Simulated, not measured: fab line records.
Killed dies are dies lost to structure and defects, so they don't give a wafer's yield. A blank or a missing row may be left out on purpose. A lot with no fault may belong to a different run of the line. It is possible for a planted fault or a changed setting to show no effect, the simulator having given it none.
Problem report, 8D (eight disciplines) form, completed by code || flow gf180mcu || the parts of the form that need people (team, actions taken, sign-off) are left out

## 1. THE ISSUE
dose_ions_cm2 at GF_LVPWELL_IMPLANT_09 reads a mean of 5.212e+12 on 6 wafers of 2 lots; wafers without a fault read 4.999e+12 with a standard deviation of 5e+09. Relative to the usual mean, that is a shift of +43 standard deviations.
Seen first at day 4 13:49 on implanter-03, wafer L833.3. At this step, 42 wafers from 14 lots have a number in the record. The rule behind "out" and "out of limits": a value lying over 4 standard deviations away from the usual mean. All remaining wafers that have a number are taken as sound.

## 2. WHAT IT IS AND WHAT IT IS NOT
{"question": "which readings at this step", "is": "dose_ions_cm2", "is not": "-"}
{"question": "which lots", "is": "L833, L836", "is not": "L830, L831, L832, L834, L842, L843, L845, L847, L848, L849, L850, L851"}
{"question": "which wafers of those lots", "is": "all that have a number", "is not": "-"}
{"question": "read on which tools", "is": "implanter-03", "is not": "implanter-01, implanter-04"}
{"question": "when", "is": "from day 4 13:49", "is not": "up to then (9 sound wafers); but 27 sound wafers of L834, L842, L843, L845, L847, L848, L849, L850, L851 came after"}

## 3. THE SUSPECTS, EACH WITH WHAT RULES IT OUT
Counting: a tool at a process step up to the reading stays a suspect if it ran every lot that is out and no sound lot after the first of them.
- implanter-03 at GF_LVPWELL_IMPLANT_09: ruled out as a lasting fault. After its first lot that is out, L833 (day 4 13:49), sound lots L848, L850 ran on it.
Left after counting: nothing in the record.

## 4. THE CAUSE (what the simulator had put in)
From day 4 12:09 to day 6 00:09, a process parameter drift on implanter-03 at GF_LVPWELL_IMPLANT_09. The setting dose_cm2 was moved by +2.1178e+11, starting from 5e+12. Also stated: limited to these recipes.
Counting ruled it out, wrongly.

## 5. THE CHAIN OF EFFECTS, in route order
Each row: a reading whose mean over the struck wafers that have a number lies more than 3 standard deviations from the usual. Scope: only readings with a usual standard deviation given in the record; hours: median across lots of the time from each lot's start at the first step in this table that gives one to its start at this step; sigmas: change in usual standard deviations.
{"hours": 0, "step": "GF_LVPWELL_IMPLANT_09", "reading": "dose_ions_cm2", "usual": 4.999e+12, "on struck wafers": 5.212e+12, "change": "+2.132e+11", "sigmas": "+43"}
The process steps in it:
- GF_LVPWELL_IMPLANT_09
Later measuring or inspecting steps at which every struck wafer that the step has a row for has a number for every such reading, and none has moved that far: GF_V1_THK_MEAS_25, GF_V3_CD_MEAS_14.

## 6. HOW IT WOULD HAVE BEEN CAUGHT EARLIER
The fault began at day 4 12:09; the first out-of-limits reading in this record came at day 4 13:49, 2 hours later.
